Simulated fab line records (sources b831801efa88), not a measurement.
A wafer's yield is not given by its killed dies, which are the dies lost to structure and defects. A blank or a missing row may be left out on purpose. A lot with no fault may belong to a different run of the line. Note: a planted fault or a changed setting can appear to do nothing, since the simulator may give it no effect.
fab line records	flow sky130	part 1 of 2: steps 1 to 30 of 39
record: lots: 5	wafers: 15	lastDay: 50
route steps=708 shown METAL3@569 VIA3@573 METAL4@598 CAP2M@603
lots that met no fault: from a run of the same line without faults
startH: the number of hours between the record's first day and the start of the first shown wafer of the lot	waitH: hours from the lot's prior step to this one	" as in the row above	L1.1+2: several wafers, shown together as one row	- no value, or no start was given	* or withheld: withheld	< > ~ a bound
route shown NAME@n: names a module that has steps shown in the file, with the first one's number in the route	usual: mean/standard deviation taken from wafers without a fault	same: alike in all rows	chamber/n: place in a boat	sites: per-site readings	_std_site: the values' standard deviation	_edge_site: mean of outer sites minus mean of inner sites	radiusMm: how far each site lies from the wafer's centre	mask NAME#n: copy n	behind: the last tool/chamber to shape the wafer	hold: cause of the lot's hold/its duration in hours/its outcome	device: transistor that didn't switch, given as n, p or np	end of line: the tests these same wafers got at the end of their route	where a step has no rows: the recipe by itself	killed: count of dies lost to structure and defects at first sort (not the wafer's yield)	map: a wafer's dies, marking killed ones x, the rest . and places with no die _
set.NAME: setting as actually run; set.NAME@STEP: the setting as run at that earlier step	model.NAME: the simulator's own value behind a step, which no gauge read
lots at selected steps of the route; one table per step, one row per wafer
services: from which hour (startH, from the record's first day; less than 0 if before it) a tool's chamber was out of use, for how many hours, and why
== steps ==
step: SKY_METAL3_STRIP_19
recipe: chemistry: O2/N2	powerW: 1400	pressureMtorr: 1500	platenTempC: withheld	o2FlowSccm: 3000	n2FlowSccm: 300	overashFraction: 0.5
usual: drypumpMotorCurrentA: 6.0/0.34	oesProductAu: 0.504/0.0058	stripTimeToEndpointS: 6.58/0.088
same: overashFraction: 0.5
lot.wafer	tool	chamber	startH	waitH	drypumpMotorCurrentA	oesProductAu	rfHoursCounterH	stripTimeToEndpointS
L074.1	plasmaAsher-03	1	901.87	0.1	5.9	0.505	111	6.72
L074.2	"	0	"	"	5.5	0.502	111	6.68
L074.3	"	0	"	"	5.5	0.515	-	6.78
L080.2	plasmaAsher-02	1	940.15	0.1	6.0	0.495	19	6.54
L080.3	"	0	"	"	5.6	0.509	-	6.72
L080.4	"	1	"	"	6.0	0.496	-	6.56
L083.1	plasmaAsher-01	1	967.27	0.1	6.5	0.495	83	6.46
L083.4	"	1	"	"	6.5	0.500	-	6.74
L083.6	"	0	"	"	6.3	0.497	-	6.52
L093.3	plasmaAsher-02	0	1047.38	0.2	5.6	0.506	-	6.54
L093.4	"	1	"	"	6.0	0.503	-	6.59
L093.6	"	0	"	"	5.6	0.512	-	6.64
L094.1	plasmaAsher-03	0	1047.62	0.1	5.5	0.496	126	6.52
L094.2	"	1	"	"	6.0	0.505	126	6.72
L094.6	"	1	"	"	6.0	0.503	-	6.63
step: SKY_METAL3_STRIP_20
recipe: chemistry: postEtchResidueRemover	timeS: 1200	tempC: 72.5
lot.wafer	tool	chamber	startH	waitH
L074.1+2+3	wetBench-03	0	901.97	0.1
L080.2+3+4	wetBench-04	3	940.25	0.1
L083.1+4+6	wetBench-04	1	967.37	0.1
L093.3+4+6	wetBench-03	1	1047.45	0.0
L094.1+2+6	wetBench-02	3	1047.72	0.1
step: SKY_METAL3_CLEAN_21
recipe: chemistry: IPA	timeS: 180	tempC: 25
lot.wafer	tool	chamber	startH	waitH
L074.1+2+3	wetBench-04	0	902.31	0.0
L080.2+3+4	wetBench-02	1	940.62	0.0
L083.1+4+6	wetBench-03	2	967.74	0.0
L093.3+4+6	wetBench-04	3	1047.82	0.0
L094.1+2+6	wetBench-04	0	1048.06	0.0
step: SKY_METAL3_CLEAN_22
recipe: chemistry: O3/DIW	dry: n2Spin
lot.wafer	tool	chamber	startH	waitH
L074.1+2+3	wetBench-02	2	902.37	0.0
L080.2+3+4	wetBench-03	1	940.68	0.0
L083.1+4+6	wetBench-04	2	967.86	0.0
L093.3+4+6	wetBench-03	0	1047.88	0.0
L094.1+2+6	wetBench-03	0	1048.12	0.0
step: SKY_VIA3_HDPCVD_00
recipe: material: SiO2	targetThkNm: 1635	sigmaOpenFrac: 0.3	timeS: 272.5	tempC: 400	sih4FlowSccm: 60	pressureMtorr: 6
usual: susceptorTempC: 400.00/0.23
lot.wafer	tool	chamber	startH	waitH	susceptorTempC
L074.1	hdpcvd-01	0	902.46	0.0	400.05
L074.2	"	1	"	"	399.64
L074.3	"	2	"	"	399.81
L080.2	hdpcvd-02	0	940.78	0.0	399.75
L080.3	"	1	"	"	399.95
L080.4	"	0	"	"	399.79
L083.1	hdpcvd-01	2	967.96	0.0	400.19
L083.4	"	1	"	"	400.08
L083.6	"	0	"	"	399.69
L093.3	hdpcvd-01	0	1047.98	0.0	400.37
L093.4	"	2	"	"	400.43
L093.6	"	0	"	"	400.08
L094.1	hdpcvd-02	1	1048.22	0.0	400.19
L094.2	"	2	"	"	400.36
L094.6	"	2	"	"	400.00
step: SKY_VIA3_THK_MEAS_01
recipe: reads: SiO2_of_VIA3_HDPCVD_00
usual: VIA3_HDPCVD_THK: 1631/19
lot.wafer	tool	chamber	startH	waitH	VIA3_HDPCVD_THK[nm]
L074.1	filmMetro-02	-	902.63	0.1	1621
L074.2	"	-	"	"	1630
L074.3	"	-	"	"	1622
L080.2	filmMetro-01	-	940.96	0.1	1644
L080.3	"	-	"	"	1642
L080.4	"	-	"	"	1648
L083.1	filmMetro-02	-	968.13	0.1	1635
L083.4	"	-	"	"	1644
L083.6	"	-	"	"	1620
L093.3	filmMetro-01	-	1048.17	0.1	1629
L093.4	"	-	"	"	1635
L093.6	"	-	"	"	1611
L094.1	filmMetro-02	-	1048.39	0.1	1642
L094.2	"	-	"	"	1613
L094.6	"	-	"	"	1646
step: SKY_VIA3_CMP_02
recipe: material: SiO2	downForcePsi: 4	platenRpm: 60	padVelocityMS: 0.94248
usual: motorCurrentA: 11.9/1.7
lot.wafer	tool	chamber	startH	waitH	motorCurrentA
L074.1	cmp-01	1	902.69	0.1	12.9
L074.3	"	3	"	"	10.7
L074.2	"	0	"	"	9.9
L080.3	cmp-02	1	941.01	0.0	11.7
L080.2	"	3	"	"	10.6
L080.4	"	0	"	"	10.3
L083.4	cmp-01	3	968.19	0.0	10.6
L083.1	"	2	"	"	13.0
L083.6	"	0	"	"	9.5
L093.3	cmp-02	0	1048.34	0.2	10.2
L093.4	"	2	"	"	14.9
L093.6	"	0	"	"	10.3
L094.2	cmp-02	3	1048.64	0.2	10.0
L094.1	"	1	"	"	12.4
L094.6	"	3	"	"	11.3
step: SKY_VIA3_BOW_MEAS_03
recipe: mode: bow
usual: VIA3_BOW: 78/8.3
lot.wafer	tool	chamber	startH	waitH	VIA3_BOW[um]
L074.1	filmMetro-02	-	902.99	0.2	74
L074.2	"	-	"	"	81
L074.3	"	-	"	"	76
L080.2	filmMetro-02	-	941.33	0.2	67
L080.3	"	-	"	"	73
L080.4	"	-	"	"	57
L083.1	filmMetro-02	-	968.49	0.1	81
L083.4	"	-	"	"	81
L083.6	"	-	"	"	77
L093.3	filmMetro-04	-	1048.68	0.3	86
L093.4	"	-	"	"	90
L093.6	"	-	"	"	86
L094.1	filmMetro-01	-	1048.94	0.1	83
L094.2	"	-	"	"	87
L094.6	"	-	"	"	72
step: SKY_VIA3_DEHYDRATE_04
recipe: tempC: 200	timeS: 60
lot.wafer	tool	chamber	startH	waitH
L074.1+2+3	lithoTrack-01	0	915.59	12.6
L080.2+3+4	lithoTrack-02	0	952.31	11.0
L083.1+4+6	lithoTrack-04	0	979.21	10.7
L093.3+4+6	lithoTrack-04	0	1059.21	10.5
L094.1+2+6	lithoTrack-02	0	1059.59	10.6
step: SKY_VIA3_HMDS_05
recipe: primeTimeS: 60	primeTempC: 120
lot.wafer	tool	chamber	startH	waitH
L074.1+2+3	lithoTrack-01	0	915.74	0.1
L080.2+3+4	lithoTrack-02	0	952.46	0.1
L083.1+4+6	lithoTrack-04	0	979.36	0.1
L093.3+4+6	lithoTrack-04	0	1059.36	0.1
L094.1+2+6	lithoTrack-02	0	1059.74	0.1
step: SKY_VIA3_COAT_06
recipe: resist: BARC	tempC: withheld	timeS: withheld	spinRpm: 3000	resistThkNm: 60
lot.wafer	tool	chamber	startH	waitH
L074.1+2+3	lithoTrack-01	0	915.89	0.1
L080.2+3+4	lithoTrack-02	0	952.61	0.1
L083.1+4+6	lithoTrack-04	0	979.51	0.1
L093.3+4+6	lithoTrack-04	0	1059.51	0.1
L094.1+2+6	lithoTrack-02	0	1059.89	0.1
step: SKY_VIA3_COAT_07
recipe: resist: KrF-thick	spinRpm: 3000	resistThkNm: 450
lot.wafer	tool	chamber	startH	waitH
L074.1+2+3	lithoTrack-01	0	-	-
L080.2+3+4	lithoTrack-02	0	-	-
L083.1+4+6	lithoTrack-04	0	-	-
L093.3+4+6	lithoTrack-04	0	-	-
L094.1+2+6	lithoTrack-02	0	-	-
step: SKY_VIA3_SOFTBAKE_08
recipe: tempC: 100	timeS: 90	resist: KrF-thick
lot.wafer	tool	chamber	startH	waitH
L074.1+2+3	lithoTrack-01	0	-	-
L080.2+3+4	lithoTrack-02	0	-	-
L083.1+4+6	lithoTrack-04	0	-	-
L093.3+4+6	lithoTrack-04	0	-	-
L094.1+2+6	lithoTrack-02	0	-	-
step: SKY_VIA3_EXPOSE_09
recipe: maskId: VIM3	na: 0.8	sourceShape: annular	sigmaInner: 0.55	sigmaOuter: 0.85	targetCdNm: 200	doseMj: 38
usual: exposureDoseMJCm2: 38.00/0.039
lot.wafer	tool	chamber	startH	waitH	mask	exposureDoseMJCm2
L074.1	krfScanner-01	0	-	-	VIM3#0	37.99
L074.2	"	0	"	"	VIM3#0	38.03
L074.3	"	0	"	"	VIM3#0	38.01
L080.2	krfScanner-02	0	-	-	VIM3#0	37.98
L080.3	"	0	"	"	VIM3#0	38.06
L080.4	"	0	"	"	VIM3#0	38.05
L083.1	krfScanner-01	0	-	-	VIM3#0	37.93
L083.4	"	0	"	"	VIM3#0	37.96
L083.6	"	0	"	"	VIM3#0	37.96
L093.3	krfScanner-01	0	-	-	VIM3#0	38.02
L093.4	"	0	"	"	VIM3#0	37.99
L093.6	"	0	"	"	VIM3#0	38.04
L094.1	krfScanner-02	0	-	-	VIM3#0	37.94
L094.2	"	0	"	"	VIM3#0	37.98
L094.6	"	0	"	"	VIM3#0	37.98
step: SKY_VIA3_PEB_10
recipe: pebTempC: withheld	pebTimeS: withheld	resist: KrF-thick
lot.wafer	tool	chamber	startH	waitH
L074.1+2+3	lithoTrack-02	0	-	-
L080.2+3+4	lithoTrack-04	0	-	-
L083.1+4+6	lithoTrack-04	0	-	-
L094.1+2+6	lithoTrack-01	0	-	-
L093.3+4+6	lithoTrack-02	0	-	-
step: SKY_VIA3_DEVELOP_11
recipe: developTimeS: 60	resist: KrF-thick	devTempC: 21
lot.wafer	tool	chamber	startH	waitH
L074.1+2+3	lithoTrack-02	0	-	-
L080.2+3+4	lithoTrack-04	0	-	-
L083.1+4+6	lithoTrack-04	0	-	-
L093.3+4+6	lithoTrack-02	0	-	-
L094.1+2+6	lithoTrack-01	0	-	-
step: SKY_VIA3_CD_MEAS_12
recipe: targetCdNm: 200
usual: cdNm: 200.0/1.6
lot.wafer	tool	chamber	startH	waitH	cdNm
L074.1	cdSem-02	-	927.39	-	199.3
L074.2	"	-	"	"	199.8
L074.3	"	-	"	"	198.7
L080.2	cdSem-02	-	965.03	-	197.9
L080.3	"	-	"	"	198.7
L080.4	"	-	"	"	200.3
L083.1	cdSem-02	-	992.61	-	200.1
L083.4	"	-	"	"	199.7
L083.6	"	-	"	"	199.4
L093.3	cdSem-01	-	1070.58	-	200.2
L093.4	"	-	"	"	198.8
L093.6	"	-	"	"	198.8
L094.1	cdSem-01	-	1070.66	-	197.7
L094.2	"	-	"	"	198.1
L094.6	"	-	"	"	199.2
step: SKY_VIA3_OVL_MEAS_13
usual: VIA3_OVL: -1/5.5
lot.wafer	tool	chamber	startH	waitH	VIA3_OVL[nm]
L074.1	overlay-02	-	927.51	0.1	5
L074.2	"	-	"	"	-7
L074.3	"	-	"	"	-3
L080.2	overlay-02	-	965.14	0.1	-5
L080.3	"	-	"	"	2
L080.4	"	-	"	"	-3
L083.1	overlay-02	-	992.73	0.1	8
L083.4	"	-	"	"	3
L083.6	"	-	"	"	10
L093.3	overlay-02	-	1070.67	0.1	3
L093.4	"	-	"	"	-6
L093.6	"	-	"	"	6
L094.1	overlay-01	-	1070.78	0.1	1
L094.2	"	-	"	"	-7
L094.6	"	-	"	"	-3
step: SKY_VIA3_ETCH_14
recipe: chemistry: N2/H2	target: BARC	ionEnergyEv: 200	sourceW: 500	biasW: 100	pressureMtorr: 30	n2FlowSccm: 100	h2FlowSccm: 200	stopOn: SiO2	timeS: 45.9	targetDepthA: 600
usual: drypumpMotorCurrentA: 5.7/0.3	oesProductAu: 0.856/0.005	throttleValvePct: 13.224/0.0096
lot.wafer	tool	chamber	startH	waitH	drypumpMotorCurrentA	oesProductAu	rfHoursCounterH	throttleValvePct
L074.1	rieDiel-01	3	927.54	0.0	5.4	0.858	6	13.225
L074.2	"	0	"	"	5.4	0.866	12	13.242
L074.3	"	1	"	"	6.1	0.859	19	13.231
L080.2	rieDiel-01	1	965.17	0.0	6.1	0.858	20	13.224
L080.3	"	2	"	"	6.2	0.862	22	13.231
L080.4	"	2	"	"	6.2	0.849	-	13.213
L083.1	rieDiel-04	3	992.77	0.0	6.0	0.857	21	13.224
L083.4	"	0	"	"	5.9	0.852	3	13.230
L083.6	"	3	"	"	6.0	0.860	-	13.224
L093.3	rieDiel-02	2	1070.69	0.0	5.2	0.854	10	13.211
L093.4	"	3	"	"	5.8	0.858	25	13.239
L093.6	"	1	"	"	5.6	0.859	-	13.232
L094.1	rieDiel-04	2	1070.81	0.0	5.8	0.856	23	13.220
L094.2	"	3	"	"	6.0	0.856	24	13.220
L094.6	"	1	"	"	5.8	0.856	-	13.228
step: SKY_VIA3_ETCH_15
recipe: target: SiO2	chemistry: C4F8/O2/Ar	targetDepthNm: 507	stopOn: TiN	maskMaterial: KrF-thick	sourceW: 1500	biasW: 1200	pressureMtorr: 40	c4f8FlowSccm: withheld	O2_flow_sccm: 6	Ar_flow_sccm: 300	timeS: 78
usual: oesProductAu: 0.945/0.0049
lot.wafer	tool	chamber	startH	waitH	oesProductAu	rfHoursCounterH
L074.1	rieDiel-01	3	927.58	0.0	0.948	6
L074.2	"	0	"	"	0.939	12
L074.3	"	1	"	"	0.945	19
L080.2	rieDiel-01	1	965.21	0.0	0.948	20
L080.3	"	2	"	"	0.953	22
L080.4	"	2	"	"	0.951	-
L083.1	rieDiel-04	3	992.81	0.0	0.943	21
L083.4	"	0	"	"	0.941	3
L083.6	"	3	"	"	0.947	-
L093.3	rieDiel-02	2	1070.73	0.0	0.950	10
L093.4	"	3	"	"	0.944	25
L093.6	"	1	"	"	0.946	-
L094.1	rieDiel-04	2	1070.85	0.0	0.940	23
L094.2	"	3	"	"	0.954	24
L094.6	"	1	"	"	0.952	-
step: SKY_VIA3_STRIP_16
recipe: chemistry: O2/N2	powerW: 1400	pressureMtorr: 1500	platenTempC: withheld	o2FlowSccm: 3000	n2FlowSccm: 300	overashFraction: 0.5
usual: drypumpMotorCurrentA: 6.0/0.37	oesProductAu: 0.402/0.0043	stripTimeToEndpointS: 4.134/0.026
same: overashFraction: 0.5
lot.wafer	tool	chamber	startH	waitH	drypumpMotorCurrentA	oesProductAu	rfHoursCounterH	stripTimeToEndpointS
L074.1	plasmaAsher-04	1	927.64	0.0	6.0	0.406	51	4.136
L074.2	"	0	"	"	5.2	0.404	51	4.167
L074.3	"	1	"	"	6.0	0.411	-	4.170
L080.2	plasmaAsher-02	1	965.27	0.0	6.0	0.401	22	4.163
L080.3	"	1	"	"	6.0	0.407	-	4.144
L080.4	"	0	"	"	5.6	0.399	-	4.138
L083.1	plasmaAsher-02	0	992.87	0.0	5.6	0.402	25	4.076
L083.4	"	0	"	"	5.6	0.406	-	4.144
L083.6	"	0	"	"	5.6	0.400	-	4.106
L093.3	plasmaAsher-01	0	1070.83	0.1	6.3	0.410	-	4.115
L093.4	"	1	"	"	6.5	0.404	-	4.087
L093.6	"	0	"	"	6.3	0.398	-	4.166
L094.1	plasmaAsher-04	0	1070.91	0.0	5.3	0.401	64	4.167
L094.2	"	1	"	"	6.0	0.402	64	4.121
L094.6	"	1	"	"	5.9	0.400	-	4.100
step: SKY_VIA3_STRIP_17
recipe: chemistry: postEtchResidueRemover	timeS: 1200	tempC: 72.5
lot.wafer	tool	chamber	startH	waitH
L074.1+2+3	wetBench-04	1	927.74	0.1
L080.2+3+4	wetBench-01	0	965.37	0.1
L083.1+4+6	wetBench-03	1	992.97	0.1
L093.3+4+6	wetBench-04	0	1070.90	0.0
L094.1+2+6	wetBench-03	3	1071.01	0.1
step: SKY_VIA3_CLEAN_18
recipe: chemistry: IPA	timeS: 180	tempC: 25
lot.wafer	tool	chamber	startH	waitH
L074.1+2+3	wetBench-03	2	928.09	0.0
L080.2+3+4	wetBench-04	0	965.71	0.0
L083.1+4+6	wetBench-03	3	994.34	0.0
L093.3+4+6	wetBench-01	0	1071.24	0.0
L094.1+2+6	wetBench-01	2	1071.36	0.0
step: SKY_VIA3_CLEAN_19
recipe: chemistry: O3/DIW	dry: n2Spin
lot.wafer	tool	chamber	startH	waitH
L074.1+2+3	wetBench-04	3	928.15	0.0
L080.2+3+4	wetBench-03	0	965.78	0.0
L083.1+4+6	wetBench-04	2	994.46	0.0
L093.3+4+6	wetBench-04	3	1071.30	0.0
L094.1+2+6	wetBench-03	1	1071.42	0.0
step: SKY_VIA3_SPUTTER_20
recipe: material: TiN	targetThkNm: 20	chamberPressurePa: 5	powerW: 4000	timeS: 80
usual: throttleValvePct: 29.8/0.85
lot.wafer	tool	chamber	startH	waitH	throttleValvePct
L074.1	pvdSputter-03	-	928.24	0.0	31.3
L074.2	"	-	"	"	29.9
L074.3	"	-	"	"	28.9
L080.2	pvdSputter-03	-	965.96	0.0	31.1
L080.3	"	-	"	"	28.8
L080.4	"	-	"	"	31.2
L083.1	pvdSputter-01	-	994.55	0.0	28.5
L083.4	"	-	"	"	30.9
L083.6	"	-	"	"	30.3
L093.3	pvdSputter-04	-	1071.40	0.0	29.7
L093.4	"	-	"	"	29.6
L093.6	"	-	"	"	29.6
L094.1	pvdSputter-01	-	1071.51	0.0	28.7
L094.2	"	-	"	"	29.2
L094.6	"	-	"	"	30.0
step: SKY_VIA3_CVD_21
recipe: material: W	targetThkNm: 390	timeS: 117.31	tempC: 400	pressureTorr: 40
usual: heaterPowerW: 838/60	susceptorTempC: 400.02/0.22
lot.wafer	tool	chamber	startH	waitH	heaterPowerW	susceptorTempC
L074.1	cvdW-01	0	928.30	0.0	872	399.85
L074.2	"	1	"	"	737	400.21
L074.3	"	1	"	"	749	399.95
L080.2	cvdW-02	0	966.06	0.1	883	399.68
L080.3	"	0	"	"	870	399.78
L080.4	"	0	"	"	881	400.10
L083.1	cvdW-02	1	994.61	0.0	838	399.92
L083.4	"	0	"	"	886	399.97
L083.6	"	0	"	"	881	400.10
L093.3	cvdW-01	1	1071.50	0.1	742	400.39
L093.4	"	0	"	"	901	400.04
L093.6	"	1	"	"	730	400.03
L094.1	cvdW-02	1	1071.57	0.0	824	400.40
L094.2	"	0	"	"	891	399.68
L094.6	"	1	"	"	821	400.59
step: SKY_VIA3_RS_MEAS_22
recipe: thkMeasGauge: four-point-probe	reads: W_of_VIA3_CVD_21+TiN_of_VIA3_SPUTTER_20
usual: VIA3_W_RS: 0.293/0.003
lot.wafer	tool	chamber	startH	waitH	VIA3_W_RS[ohm/sq]
L074.1	filmMetro-04	-	928.42	0.1	0.296
L074.2	"	-	"	"	0.295
L074.3	"	-	"	"	0.295
L080.2	filmMetro-02	-	966.29	0.2	0.293
L080.3	"	-	"	"	0.292
L080.4	"	-	"	"	0.294
L083.1	filmMetro-01	-	994.73	0.1	0.294
L083.4	"	-	"	"	0.295
L083.6	"	-	"	"	0.296
L093.3	filmMetro-04	-	1071.62	0.1	0.299
L093.4	"	-	"	"	0.293
L093.6	"	-	"	"	0.298
L094.1	filmMetro-02	-	1071.70	0.1	0.296
L094.2	"	-	"	"	0.294
L094.6	"	-	"	"	0.293
step: SKY_VIA3_THK_MEAS_23
recipe: thkMeasGauge: xrf	reads: W_of_VIA3_CVD_21
usual: VIA3_W_THK: 386/7.5
lot.wafer	tool	chamber	startH	waitH	VIA3_W_THK[nm]
L074.1	filmMetro-04	-	928.54	0.1	387
L074.2	"	-	"	"	389
L074.3	"	-	"	"	386
L080.2	filmMetro-02	-	966.40	0.1	379
L080.3	"	-	"	"	379
L080.4	"	-	"	"	380
L083.1	filmMetro-01	-	994.85	0.1	394
L083.4	"	-	"	"	395
L083.6	"	-	"	"	393
L093.3	filmMetro-04	-	1071.72	0.1	383
L093.4	"	-	"	"	389
L093.6	"	-	"	"	382
L094.1	filmMetro-02	-	1071.82	0.1	373
L094.2	"	-	"	"	375
L094.6	"	-	"	"	377
step: SKY_VIA3_CMP_24
recipe: stopOn: SiO2	tOverpolishS: 20	downForcePsi: 3.5	platenRpm: 60	targetThkNm: 0	padVelocityMS: 0.94248
usual: motorCurrentA: 11.0/1.5	overpolishRunS: 20.002/0.0087	timeToEndpointS: 93/5.1
lot.wafer	tool	chamber	startH	waitH	motorCurrentA	overpolishRunS	timeToEndpointS
L074.1	cmp-01	3	928.65	0.1	10.0	20.009	79
L074.2	"	0	"	"	9.1	20.016	87
L074.3	"	1	"	"	12.4	20.002	85
L080.2	cmp-01	3	966.45	0.0	10.1	20.000	87
L080.3	"	0	"	"	9.1	19.997	90
L080.4	"	2	"	"	12.8	20.000	91
L083.1	cmp-02	3	995.13	0.3	10.4	19.994	97
L083.4	"	0	"	"	9.8	19.997	102
L083.6	"	2	"	"	13.1	19.995	100
L093.3	cmp-01	3	1071.76	0.0	10.2	20.006	88
L093.4	"	0	"	"	9.6	19.987	92
L093.6	"	3	"	"	9.8	19.996	85
L094.1	cmp-01	2	1072.11	0.3	12.3	20.005	98
L094.2	"	3	"	"	9.6	20.017	95
L094.6	"	1	"	"	12.3	19.992	94
step: SKY_METAL4_SPUTTER_00
recipe: material: Ti	targetThkNm: 15	powerW: 3000	timeS: 10	chamberPressurePa: 0.4
usual: throttleValvePct: 29.6/0.91
lot.wafer	tool	chamber	startH	waitH	throttleValvePct
L074.1	pvdSputter-04	-	928.90	0.2	31.0
L074.2	"	-	"	"	29.8
L074.3	"	-	"	"	28.7
L080.2	pvdSputter-04	-	966.75	0.2	28.8
L080.3	"	-	"	"	30.7
L080.4	"	-	"	"	29.7
L083.1	pvdSputter-02	-	995.38	0.2	29.7
L083.4	"	-	"	"	30.1
L083.6	"	-	"	"	28.3
L093.3	pvdSputter-04	-	1072.06	0.2	29.4
L093.4	"	-	"	"	29.0
L093.6	"	-	"	"	29.6
L094.1	pvdSputter-02	-	1072.36	0.2	29.1
L094.2	"	-	"	"	30.1
L094.6	"	-	"	"	28.3
